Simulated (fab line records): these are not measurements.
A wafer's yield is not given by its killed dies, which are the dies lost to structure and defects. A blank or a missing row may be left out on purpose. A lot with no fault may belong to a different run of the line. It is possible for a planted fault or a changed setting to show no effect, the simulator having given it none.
fab line records | flow sfq_line
[record] lots = 5 wafers = 23
route steps=325 shown M2@95 I2@104 M3@119 I3@138
start_h: start of the lot's first displayed wafer, in hours after the record's first day | wait_h: time in hours since the lot's previous step | " same as the row above | L1.1+2: one row covering several wafers at once | - no value, or no start was given | * or withheld: withheld | < > ~ a bound
route shown NAME@n: NAME is a module with steps in the file, n the number in the route of the first one | usual: the fault-free wafers' mean and standard deviation | same: alike in all rows | chamber/n: place in a boat | sites: readings site by site | _std_site: their standard deviation | _edge_site: inner sites' mean taken away from outer sites' mean | radius_mm: for every site, how far away it sits from the centre of the wafer | mask NAME#n: copy n | behind: tool/chamber where the wafer was last shaped | hold: cause of the lot's hold/its duration in hours/its outcome | device: the n, p or np transistor that did not switch | end of line: the same wafers' tests at the end of the route | a step with no rows: only its recipe | killed: dies lost to structure and defects at the first sort, not the wafer's yield | map: shows each die of a wafer: x if killed, . if not, _ if none is there
set.NAME: the run value of the setting; set.NAME@STEP: its run value at that earlier step | model.NAME: the simulator's own value behind a step, which no gauge read
lots with deliberately changed settings; one table per step, one row per wafer
[[steps]]
[step SFQ_TRILAYER_M2_LITHO_EXPOSE_058]
[recipe] mask_id = M2 na = 0.6 source_shape = conventional sigma_outer = 0.65 target_cd_nm = 500 dose_mj = 14.4
// columns lot.wafer tool chamber start_h wait_h mask set.dose_mj
L074.2+4+6 krf_scanner-01 0 639.87 - M2#0 14.4
L075.1+2+6 krf_scanner-01 0 640.87 - M2#0 15.3
L075.4+5 " 0 " " M2#0 14.4
L078.1+3+4+5+6 krf_scanner-02 0 722.82 - M2#0 14.4
L083.1+2+4 krf_scanner-02 0 776.51 - M2#0 13.79
L083.5+6 " 0 " " M2#0 14.4
L085.1+3 krf_scanner-02 0 808.27 - M2#0 14.4
L085.2+4+6 " 0 " " M2#0 14.86
[step SFQ_TRILAYER_M2_LITHO_PEB_060]
[recipe] peb_temp_c = 115 peb_time_s = 60 resist = KrF
[step SFQ_TRILAYER_M2_LITHO_DEVELOP_059]
[recipe] time_s = 60 resist = KrF
[step SFQ_TRILAYER_M2_BARC_OPEN_METAL_ETCH_077]
[recipe] mask_material = PR chemistry = O2 target_depth_nm = 125 target = BARC icp_w = 600 bias_w = 80 pressure_mtorr = 10 time_s = 41.7
// columns lot.wafer tool chamber start_h wait_h set.dose_mj@TRILAYER_M2_LITHO_EXPOSE_058 model.M2.cd_nm
L074.2 rie_metal-01 1 641.20 0.0 14.4 499.5
L074.4 " 0 " " 14.4 498.4
L074.6 " 0 " " 14.4 498.1
L075.1 rie_metal-04 1 642.40 0.0 15.3 490.7
L075.2 " 0 " " 15.3 492.5
L075.4 " 1 " " 14.4 499.5
L075.5 " 0 " " 14.4 500.7
L075.6 " 1 " " 15.3 489.9
L078.1 rie_metal-04 0 724.36 0.0 14.4 497.9
L078.3 " 0 " " 14.4 501.4
L078.4 " 1 " " 14.4 498.1
L078.5 " 1 " " 14.4 499.8
L078.6 " 0 " " 14.4 499.5
L083.1 rie_metal-01 0 778.05 0.0 13.79 505.5
L083.2 " 1 " " 13.79 505.7
L083.4 " 1 " " 13.79 505.3
L083.5 " 1 " " 14.4 498.5
L083.6 " 0 " " 14.4 497.9
L085.1 rie_metal-04 0 809.80 0.0 14.4 500.6
L085.2 " 1 " " 14.86 496.6
L085.3 " 0 " " 14.4 500.4
L085.4 " 1 " " 14.86 496.2
L085.6 " 1 " " 14.86 495.1
[step SFQ_TRILAYER_M2_ETCH_METAL_ETCH_060]
[recipe] target = Nb stop_on = SiO2 mask_material = PR chemistry = Cl2/Ar target_depth_nm = 240 icp_w = 600 bias_w = 80 pressure_mtorr = 10 time_s = 120
[usual] oes_product_au = 0.892/0.0097
// columns lot.wafer tool chamber start_h wait_h set.time_s@TRILAYER_M2_DEP_SPUTTER_055 oes_product_au
L074.2 rie_metal-01 1 641.26 0.0 133.3 0.918
L074.4 " 0 " " 133.3 0.911
L074.6 " 0 " " 133.3 0.916
L075.1 rie_metal-04 1 642.46 0.0 133.3 0.885
L075.2 " 0 " " 124.2 0.856
L075.4 " 1 " " 133.3 0.891
L075.5 " 0 " " 133.3 0.899
L075.6 " 1 " " 124.2 0.848
L078.1 rie_metal-04 0 724.42 0.0 147.1 0.950
L078.3 " 0 " " 147.1 0.953
L078.4 " 1 " " 147.1 0.953
L078.5 " 1 " " 133.3 0.891
L078.6 " 0 " " 133.3 0.899
L083.1 rie_metal-01 0 778.11 0.0 133.3 0.906
L083.2 " 1 " " 133.3 0.888
L083.4 " 1 " " 116.8 0.817
L083.5 " 1 " " 116.8 0.840
L083.6 " 0 " " 133.3 0.878
L085.1 rie_metal-04 0 809.86 0.0 133.3 0.883
L085.2 " 1 " " 133.3 0.892
L085.3 " 0 " " 146.8 0.931
L085.4 " 1 " " 133.3 0.896
L085.6 " 1 " " 146.8 0.931
[step SFQ_TRILAYER_I2_CMP_CMP_064]
[recipe] material = SiO2 down_force_psi = 3 platen_rpm = 60 pad_velocity_m_s = 0.94248
// columns lot.wafer tool chamber start_h wait_h set.leave_above_ref_nm model.SiO2_of_TRILAYER_I2_DEP_PECVD_063.thk_nm
L074.4 cmp-02 1 642.24 0.0 200 200.1
L074.2 " 3 643.24 1.0 200 201.3
L074.6 " 2 644.74 2.5 200 198.9
L075.2 cmp-01 0 644.04 0.6 200 200
L075.4 " 1 " " 196.1 194.8
L075.1 " 3 645.54 2.1 200 199.4
L075.5 " 0 " " 196.1 194.6
L075.6 " 1 " " 196.1 195.5
L078.4 cmp-01 1 725.90 0.5 200 198.4
L078.3 " 2 " " 194.6 194.2
L078.1 " 3 " " 194.6 194.9
L078.6 " 0 " " 200 198.9
L078.5 " 1 " " 200 200.6
L083.4 cmp-01 2 791.20 12.1 200 199.1
L083.2 " 3 " " 200 198.8
L083.1 " 1 792.70 13.6 185.3 185.8
L083.5 " 2 " " 200 198.7
L083.6 " 3 " " 185.3 184.4
L085.1 cmp-02 1 822.63 11.8 200 201.8
L085.4 " 2 " " 187.1 186.5
L085.3 " 3 " " 200 201.5
L085.2 " 0 " " 200 200.5
L085.6 " 2 825.13 14.3 187.1 185
[step SFQ_TRILAYER_I2_METRO_MEASURE_065]
[usual] thk_nm = 199.5/1.2
// columns lot.wafer tool chamber start_h wait_h set.leave_above_ref_nm@TRILAYER_I2_CMP_CMP_064 thk_nm
L074.2 film_metro-04 - 645.56 0.3 200 201.3
L074.4 " - " " 200 200.2
L074.6 " - " " 200 198.9
L075.1 film_metro-03 - 647.16 0.1 200 199.5
L075.2 " - " " 200 200.0
L075.4 " - " " 196.1 194.6
L075.5 " - " " 196.1 194.6
L075.6 " - " " 196.1 195.5
L078.1 film_metro-01 - 728.52 0.1 194.6 194.9
L078.3 " - " " 194.6 194.2
L078.4 " - " " 200 198.3
L078.5 " - " " 200 200.6
L078.6 " - " " 200 199.1
L083.1 film_metro-04 - 794.32 0.1 185.3 185.8
L083.2 " - " " 200 198.7
L083.4 " - " " 200 199.0
L083.5 " - " " 200 198.7
L083.6 " - " " 185.3 184.4
L085.1 film_metro-03 - 825.75 0.1 200 201.9
L085.2 " - " " 200 200.6
L085.3 " - " " 200 201.3
L085.4 " - " " 187.1 186.5
L085.6 " - " " 187.1 184.9
[step SFQ_TRILAYER_I2_VIA_LITHO_COAT_067]
[recipe] resist = KrF spin_rpm = 3000 resist_thk_nm = 650
// columns lot.wafer tool chamber start_h wait_h set.resist_thk_nm model.KrF_of_TRILAYER_I2_VIA_LITHO_COAT_067.thk_nm
L074.2+4 litho_track-04 0 646.91 0.2 650 653
L074.6 " 0 " " 650 652.9
L075.1 litho_track-04 0 648.66 0.2 650 649.8
L075.2 " 0 " " 661.8 660.8
L075.4 " 0 " " 661.8 660.7
L075.5 " 0 " " 661.8 661.4
L075.6 " 0 " " 650 648.6
L078.1 litho_track-04 0 730.02 0.2 650 648.4
L078.3 " 0 " " 630.3 629.5
L078.4 " 0 " " 630.3 631.2
L078.5 " 0 " " 650 646.2
L078.6 " 0 " " 630.3 629.2
L083.1 litho_track-01 0 795.82 0.2 673.5 674.3
L083.2 " 0 " " 673.5 676.9
L083.4 " 0 " " 650 650.8
L083.5 " 0 " " 650 652
L083.6 " 0 " " 650 652.1
L085.1 litho_track-03 0 827.25 0.2 650 651.1
L085.2 " 0 " " 622.6 623.6
L085.3 " 0 " " 622.6 623.2
L085.4 " 0 " " 650 650.9
L085.6 " 0 " " 650 650.5
[step SFQ_TRILAYER_I2_VIA_LITHO_SOFTBAKE_071]
[recipe] temp_c = withheld time_s = withheld resist = KrF
[step SFQ_TRILAYER_I2_VIA_LITHO_EXPOSE_068]
[recipe] mask_id = I2 na = 0.6 source_shape = conventional sigma_outer = 0.65 target_cd_nm = 500 dose_mj = 21.3
[step SFQ_TRILAYER_I2_VIA_LITHO_DEVELOP_069]
[recipe] time_s = 60 resist = KrF
[step SFQ_TRILAYER_I2_VIA_BARC_OPEN_VIA_ETCH_096]
[recipe] mask_material = PR chemistry = O2 target_depth_nm = 125 target = BARC source_w = 500 bias_w = 80 pressure_mtorr = 30 time_s = 41.7
// columns lot.wafer tool chamber start_h wait_h set.resist_thk_nm@TRILAYER_I2_VIA_LITHO_COAT_067 model.KrF_of_TRILAYER_I2_VIA_LITHO_COAT_067.thk_nm
L074.2 rie_diel-03 2 648.85 0.0 650 575.6
L074.4 " 0 " " 650 577.2
L074.6 " 3 " " 650 575.2
L075.1 rie_diel-03 1 795.40 0.0 650 572.9
L075.2 " 0 " " 661.8 584.2
L075.4 " 2 " " 661.8 582.3
L075.5 " 2 " " 661.8 583.3
L075.6 " 3 " " 650 571.7
L078.1 rie_diel-02 2 880.07 0.0 650 571.1
L078.3 " 3 " " 630.3 551.6
L078.4 " 1 " " 630.3 554.3
L078.5 " 3 " " 650 568.4
L078.6 " 2 " " 630.3 551.9
L083.1 rie_diel-04 2 933.12 0.0 673.5 595.3
L083.2 " 3 " " 673.5 598.7
L083.4 " 0 " " 650 572.8
L083.5 " 3 " " 650 574.1
L083.6 " 2 " " 650 573.3
L085.1 rie_diel-02 2 964.57 0.0 650 573.7
L085.2 " 0 " " 622.6 548.1
L085.3 " 1 " " 622.6 547.1
L085.4 " 3 " " 650 574.4
L085.6 " 2 " " 650 573.1
[step SFQ_TRILAYER_I2_VIA_ETCH_VIA_ETCH_070]
[recipe] target = SiO2 stop_on = Nb mask_material = PR taper_deg = 20 chemistry = CHF3 target_depth_nm = 260 source_w = 500 bias_w = 80 pressure_mtorr = 30 time_s = withheld
[usual] oes_product_au = 0.854/0.0053
// columns lot.wafer tool chamber start_h wait_h set.bias_w set.leave_above_ref_nm@TRILAYER_I2_CMP_CMP_064 set.resist_thk_nm@TRILAYER_I2_VIA_LITHO_COAT_067 oes_product_au model.I2.feature_depth_nm model.KrF_of_TRILAYER_I2_VIA_LITHO_COAT_067.thk_nm
L074.2 rie_diel-03 2 648.89 0.0 80 200 650 0.860 201.3 529.8
L074.4 " 0 " " 80 200 650 0.859 200.1 532.5
L074.6 " 3 " " 80 200 650 0.852 198.9 529.2
L075.1 rie_diel-03 1 795.44 0.0 80 200 650 0.850 199.4 528.3
L075.2 " 0 " " 80 200 661.8 0.856 200 540
L075.4 " 2 " " 80 196.1 661.8 0.842 194.8 536.7
L075.5 " 2 " " 80 196.1 661.8 0.838 194.6 537.9
L075.6 " 3 " " 80 196.1 650 0.846 195.5 527.2
L078.1 rie_diel-02 2 880.11 0.0 87.34 194.6 650 0.847 195.6 524.3
L078.3 " 3 " " 87.34 194.6 630.3 0.843 194.9 504.4
L078.4 " 1 " " 80 200 630.3 0.850 198.4 509.4
L078.5 " 3 " " 80 200 650 0.850 200.6 522.7
L078.6 " 2 " " 87.34 200 630.3 0.854 199.7 505
L083.1 rie_diel-04 2 933.16 0.0 80 185.3 673.5 0.831 185.8 549.5
L083.2 " 3 " " 87.34 200 673.5 0.856 199.6 552
L083.4 " 0 " " 80 200 650 0.848 199.1 527.9
L083.5 " 3 " " 87.34 200 650 0.857 199.5 527.5
L083.6 " 2 " " 87.34 185.3 650 0.810 185.1 525.7
L085.1 rie_diel-02 2 964.61 0.0 87.15 200 650 0.860 202.5 526.9
L085.2 " 0 " " 80 200 622.6 0.855 200.5 504.3
L085.3 " 1 " " 80 200 622.6 0.862 201.5 503.1
L085.4 " 3 " " 87.15 187.1 650 0.822 187.2 529.2
L085.6 " 2 " " 80 187.1 650 0.817 185 527.4
[step SFQ_TRILAYER_M3_DEP_SPUTTER_073]
[recipe] material = Nb base_pressure_pa = 1.33e-06 chamber_pressure_pa = 0.1333 substrate_temp_c = 20 resputter_cathode_voltage_v = 400 target_thk_nm = 200 power_w = 2000 time_s = 133.3
// columns lot.wafer tool chamber start_h wait_h set.time_s model.Nb_of_TRILAYER_M3_DEP_SPUTTER_073.thk_nm
L074.2 pvd_sputter-06 - 649.81 0.0 133.3 198.2
L074.4 " - " " 133.3 199.4
L074.6 " - " " 133.3 197.8
L075.1 pvd_sputter-06 - 796.38 0.0 127.6 190.2
L075.2 " - " " 127.6 194.2
L075.4 " - " " 127.6 190.6
L075.5 " - " " 133.3 200.5
L075.6 " - " " 133.3 202.3
L078.1 pvd_sputter-06 - 881.03 0.0 133.3 198.6
L078.3 " - " " 133.3 199.6
L078.4 " - " " 133.3 195.7
L078.5 " - " " 133.3 198.4
L078.6 " - " " 133.3 199.5
L083.1 pvd_sputter-05 - 934.08 0.0 151.3 232.6
L083.2 " - " " 133.3 199.3
L083.4 " - " " 133.3 198.3
L083.5 " - " " 151.3 225.4
L083.6 " - " " 151.3 225.7
L085.1 pvd_sputter-06 - 966.13 0.0 133.3 200.7
L085.2 " - " " 133.3 201.9
L085.3 " - " " 133.3 197
L085.4 " - " " 133.3 198.4
L085.6 " - " " 133.3 195.9
[step SFQ_M3_RS_MEAS_919]
[recipe] thk_meas_gauge = four-point-probe reads = Nb_of_TRILAYER_M3_DEP_SPUTTER_073
[usual] M3_NB_RS = 0.896/0.013
// columns lot.wafer tool chamber start_h wait_h set.time_s@TRILAYER_M3_DEP_SPUTTER_073 M3_NB_RS[ohm/sq]
L074.2 film_metro-04 - 649.92 0.1 133.3 0.900
L074.4 " - " " 133.3 0.894
L074.6 " - " " 133.3 0.903
L075.1 film_metro-03 - 796.47 0.0 127.6 0.937
L075.2 " - " " 127.6 0.915
L075.4 " - " " 127.6 0.935
L075.5 " - " " 133.3 0.888
L075.6 " - " " 133.3 0.879
L078.1 film_metro-03 - 881.12 0.0 133.3 0.896
L078.3 " - " " 133.3 0.889
L078.4 " - " " 133.3 0.909
L078.5 " - " " 133.3 0.896
L078.6 " - " " 133.3 0.891
L083.1 film_metro-02 - 934.17 0.0 151.3 0.763
L083.2 " - " " 133.3 0.893
L083.4 " - " " 133.3 0.899
L083.5 " - " " 151.3 0.789
L083.6 " - " " 151.3 0.788
L085.1 film_metro-03 - 966.22 0.0 133.3 0.884
L085.2 " - " " 133.3 0.879
L085.3 " - " " 133.3 0.906
L085.4 " - " " 133.3 0.898
L085.6 " - " " 133.3 0.909
[step SFQ_TRILAYER_M3_LITHO_COAT_075]
[recipe] resist = KrF spin_rpm = 3000 resist_thk_nm = 600
// columns lot.wafer tool chamber start_h wait_h set.resist_thk_nm model.KrF_of_TRILAYER_M3_LITHO_COAT_075.thk_nm
L074.2 litho_track-04 0 650.43 0.2 600 601.5
L074.4 " 0 " " 600 602.7
L074.6 " 0 " " 600 600.1
L075.1+6 litho_track-04 0 796.95 0.2 586 584
L075.2 " 0 " " 600 599.7
L075.4 " 0 " " 600 598.6
L075.5 " 0 " " 586 584.5
L078.1 litho_track-01 0 881.60 0.2 600 601.5
L078.3 " 0 " " 600 599.8
L078.4 " 0 " " 600 600.2
L078.5 " 0 " " 600 601
L078.6 " 0 " " 600 600.5
L083.1+6 litho_track-01 0 934.65 0.2 632.2 -
L083.2 " 0 " " 600 599.3
L083.4 " 0 " " 632.2 634.5
L083.5 " 0 " " 600 -
L085.1 litho_track-01 0 966.70 0.2 600 598.1
L085.2 " 0 " " 600 597.5
L085.3 " 0 " " 600 601.5
L085.4 " 0 " " 600 598.5
L085.6 " 0 " " 600 598.2
[step SFQ_TRILAYER_M3_BARC_OPEN_METAL_ETCH_100]
[recipe] mask_material = PR chemistry = O2 target_depth_nm = 125 target = BARC icp_w = 600 bias_w = 80 pressure_mtorr = 10 time_s = 41.7
[usual] oes_product_au = 0.681/0.0048
// columns lot.wafer tool chamber start_h wait_h set.time_s set.resist_thk_nm@TRILAYER_M3_LITHO_COAT_075 oes_product_au model.KrF_of_TRILAYER_M3_LITHO_COAT_075.thk_nm
L074.2 rie_metal-02 0 794.52 0.0 41.7 600 0.671 523.8
L074.4 " 0 " " 41.7 600 0.677 525
L074.6 " 1 " " 41.7 600 0.685 519.9
L075.1 rie_metal-02 0 798.93 0.0 39.9 586 0.697 508.4
L075.2 " 1 " " 41.7 600 0.683 518.9
L075.4 " 0 " " 39.9 600 0.696 522.6
L075.5 " 1 " " 41.7 586 0.683 504.1
L075.6 " 0 " " 39.9 586 0.692 508.2
L078.1 rie_metal-04 0 894.27 0.0 41.7 600 0.677 525.4
L078.3 " 1 " " 41.7 600 0.671 525.4
L078.4 " 0 " " 41.7 600 0.679 523.8
L078.5 " 1 " " 41.7 600 0.682 525.3
L078.6 " 0 " " 41.7 600 0.679 524.2
L083.1 rie_metal-04 0 936.64 0.0 41.7 632.2 0.685 -
L083.2 " 1 " " 41.7 600 0.685 524
L083.4 " 0 " " 41.7 632.2 0.682 558.5
L083.5 " 0 " " 41.7 600 0.677 -
L083.6 " 1 " " 41.7 632.2 0.679 -
L085.1 rie_metal-03 1 968.69 0.0 41.7 600 0.692 520.8
L085.2 " 0 " " 45.43 600 0.653 514.3
L085.3 " 1 " " 41.7 600 0.689 523.8
L085.4 " 0 " " 45.43 600 0.651 516.2
L085.6 " 1 " " 41.7 600 0.679 520.5
[step SFQ_TRILAYER_M3_ETCH_METAL_ETCH_078]
[recipe] target = Nb stop_on = SiO2 mask_material = PR chemistry = Cl2/Ar target_depth_nm = 240 icp_w = 600 bias_w = 80 pressure_mtorr = 10 time_s = 120
[usual] oes_product_au = 0.891/0.0094
// columns lot.wafer tool chamber start_h wait_h set.time_s@TRILAYER_M3_DEP_SPUTTER_073 oes_product_au
L074.2 rie_metal-02 0 794.58 0.0 133.3 0.895
L074.4 " 0 " " 133.3 0.888
L074.6 " 1 " " 133.3 0.881
L075.1 rie_metal-02 0 798.99 0.0 127.6 0.871
L075.2 " 1 " " 127.6 0.885
L075.4 " 0 " " 127.6 0.863
L075.5 " 1 " " 133.3 0.896
L075.6 " 0 " " 133.3 0.897
L078.1 rie_metal-04 0 894.33 0.0 133.3 0.890
L078.3 " 1 " " 133.3 0.893
L078.4 " 0 " " 133.3 0.873
L078.5 " 1 " " 133.3 0.893
L078.6 " 0 " " 133.3 0.895
L083.1 rie_metal-04 0 936.70 0.0 151.3 0.971
L083.2 " 1 " " 133.3 0.892
L083.4 " 0 " " 133.3 0.887
L083.5 " 0 " " 151.3 0.966
L083.6 " 1 " " 151.3 0.966
L085.1 rie_metal-03 1 968.77 0.1 133.3 0.896
L085.2 " 0 " " 133.3 0.903
L085.3 " 1 " " 133.3 0.882
L085.4 " 0 " " 133.3 0.886
L085.6 " 1 " " 133.3 0.881
[step SFQ_TRILAYER_I3_VIA_LITHO_COAT_085]
[recipe] resist = KrF spin_rpm = 3000 resist_thk_nm = 650
// columns lot.wafer tool chamber start_h wait_h set.spin_rpm model.KrF_of_TRILAYER_I3_VIA_LITHO_COAT_085.thk_nm
L074.2 litho_track-03 0 813.67 0.2 3000 651.5
L074.4 " 0 " " 3000 648.4
L074.6 " 0 " " 3000 651.1
L075.1+2 litho_track-04 0 816.82 0.2 3000 646.2
L075.4 " 0 " " 3000 647
L075.5 " 0 " " 3000 645.5
L075.6 " 0 " " 3000 648.3
L078.1 litho_track-02 0 909.00 0.2 2781 672.4
L078.3 " 0 " " 3000 646.3
L078.4 " 0 " " 2781 671.6
L078.5 " 0 " " 3000 647.6
L078.6 " 0 " " 2781 672.9
L083.1 litho_track-04 0 949.00 0.2 2909 657.5
L083.2 " 0 " " 2909 657.8
L083.4 " 0 " " 3000 646.4
L083.5 " 0 " " 2909 658.5
L083.6 " 0 " " 3000 648.3
L085.1 litho_track-04 0 983.27 0.2 2924 657.8
L085.2 " 0 " " 2924 658.1
L085.3 " 0 " " 3000 648.2
L085.4 " 0 " " 2924 656.6
L085.6 " 0 " " 3000 648.1
[step SFQ_TRILAYER_I3_VIA_LITHO_SOFTBAKE_089]
[recipe] temp_c = withheld time_s = withheld resist = KrF
[step SFQ_TRILAYER_I3_VIA_LITHO_EXPOSE_086]
[recipe] mask_id = I3 na = 0.6 source_shape = conventional sigma_outer = 0.65 target_cd_nm = 500 dose_mj = 21.3
[step SFQ_TRILAYER_I3_VIA_LITHO_DEVELOP_087]
[recipe] time_s = 60 resist = KrF
[step SFQ_TRILAYER_I3_VIA_BARC_OPEN_VIA_ETCH_121]
[recipe] mask_material = PR chemistry = O2 target_depth_nm = 125 target = BARC source_w = 500 bias_w = 80 pressure_mtorr = 30 time_s = 41.7
// columns lot.wafer tool chamber start_h wait_h set.spin_rpm@TRILAYER_I3_VIA_LITHO_COAT_085 model.KrF_of_TRILAYER_I3_VIA_LITHO_COAT_085.thk_nm
L074.2 rie_diel-03 0 815.61 0.0 3000 576.2
L074.4 " 1 " " 3000 572.1
L074.6 " 2 " " 3000 573.2
L075.1 rie_diel-04 3 818.80 0.0 3000 567.6
L075.2 " 0 " " 3000 567.2
L075.4 " 2 " " 3000 567.5
L075.5 " 2 " " 3000 566.1
L075.6 " 3 " " 3000 570.3
L078.1 rie_diel-03 0 912.51 0.0 2781 595.1
L078.3+5 " 1,3 " " 3000 570.7
L078.4+6 " 3,2 " " 2781 595.3
L083.1 rie_diel-03 1 1084.77 0.0 2909 581.3
L083.2 " 2 " " 2909 579.4
L083.4 " 3 " " 3000 569.7
L083.5 " 1 " " 2909 581.6
L083.6 " 2 " " 3000 569.2
L085.1 rie_diel-01 3 1116.56 0.0 2924 580.9
L085.2 " 0 " " 2924 580.7
L085.3 " 2 " " 3000 572
L085.4 " 1 " " 2924 579.4
L085.6 " 3 " " 3000 571.3
[[key]]
[split] step = SFQ_TRILAYER_M2_LITHO_EXPOSE_058 setting = dose_mj stated = 14.4 by = wafer
[response] step = SFQ_TRILAYER_M2_BARC_OPEN_METAL_ETCH_077 reading = model.M2.cd_nm change = -1.52 per = 1% r = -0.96
[split] step = SFQ_TRILAYER_I2_CMP_CMP_064 setting = leave_above_ref_nm stated = 200 by = wafer
[response] step = SFQ_TRILAYER_I2_CMP_CMP_064 reading = model.SiO2_of_TRILAYER_I2_DEP_PECVD_063.thk_nm change = +2.1 per = 1% r = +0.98
[response] step = SFQ_TRILAYER_I2_METRO_MEASURE_065 reading = thk_nm change = +2.09 per = 1% r = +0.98
[response] step = SFQ_TRILAYER_I2_VIA_ETCH_VIA_ETCH_070 reading = oes_product_au change = +0.00503 per = 1% r = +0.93
[response] step = SFQ_TRILAYER_I2_VIA_ETCH_VIA_ETCH_070 reading = model.I2.feature_depth_nm change = +2.08 per = 1% r = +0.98
[split] step = SFQ_TRILAYER_I2_VIA_LITHO_COAT_067 setting = resist_thk_nm stated = 650 by = wafer
[response] step = SFQ_TRILAYER_I2_VIA_LITHO_COAT_067 reading = model.KrF_of_TRILAYER_I2_VIA_LITHO_COAT_067.thk_nm change = +6.37 per = 1% r = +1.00
[response] step = SFQ_TRILAYER_I2_VIA_BARC_OPEN_VIA_ETCH_096 reading = model.KrF_of_TRILAYER_I2_VIA_LITHO_COAT_067.thk_nm change = +6.18 per = 1% r = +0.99
[response] step = SFQ_TRILAYER_I2_VIA_ETCH_VIA_ETCH_070 reading = model.KrF_of_TRILAYER_I2_VIA_LITHO_COAT_067.thk_nm change = +5.97 per = 1% r = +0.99
[split] step = SFQ_TRILAYER_I2_VIA_ETCH_VIA_ETCH_070 setting = bias_w stated = 80 by = wafer
response none clear
[split] step = SFQ_TRILAYER_M3_DEP_SPUTTER_073 setting = time_s stated = 133.3 by = wafer
[response] step = SFQ_TRILAYER_M3_DEP_SPUTTER_073 reading = model.Nb_of_TRILAYER_M3_DEP_SPUTTER_073.thk_nm change = +2.17 per = 1% r = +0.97
[response] step = SFQ_M3_RS_MEAS_919 reading = M3_NB_RS change = -0.00878 per = 1% r = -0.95
[response] step = SFQ_TRILAYER_M3_ETCH_METAL_ETCH_078 reading = oes_product_au change = +0.00575 per = 1% r = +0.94
[split] step = SFQ_TRILAYER_M3_LITHO_COAT_075 setting = resist_thk_nm stated = 600 by = wafer
[response] step = SFQ_TRILAYER_M3_LITHO_COAT_075 reading = model.KrF_of_TRILAYER_M3_LITHO_COAT_075.thk_nm change = +6.52 per = 1% r = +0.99
[response] step = SFQ_TRILAYER_M3_BARC_OPEN_METAL_ETCH_100 reading = model.KrF_of_TRILAYER_M3_LITHO_COAT_075.thk_nm change = +6.28 per = 1% r = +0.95
[split] step = SFQ_TRILAYER_M3_BARC_OPEN_METAL_ETCH_100 setting = time_s stated = 41.7 by = wafer
[response] step = SFQ_TRILAYER_M3_BARC_OPEN_METAL_ETCH_100 reading = oes_product_au change = -0.00371 per = 1% r = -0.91
[split] step = SFQ_TRILAYER_I3_VIA_LITHO_COAT_085 setting = spin_rpm stated = 3000 by = wafer
[response] step = SFQ_TRILAYER_I3_VIA_LITHO_COAT_085 reading = model.KrF_of_TRILAYER_I3_VIA_LITHO_COAT_085.thk_nm change = -3.5 per = 1% r = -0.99
[response] step = SFQ_TRILAYER_I3_VIA_BARC_OPEN_VIA_ETCH_121 reading = model.KrF_of_TRILAYER_I3_VIA_LITHO_COAT_085.thk_nm change = -3.42 per = 1% r = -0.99
split outside_this_file step=SFQ_TRILAYER_M2_DEP_SPUTTER_055 setting=time_s
// split outside_this_file: this setting was split too, and the file shows its column; the key of that split is in another file
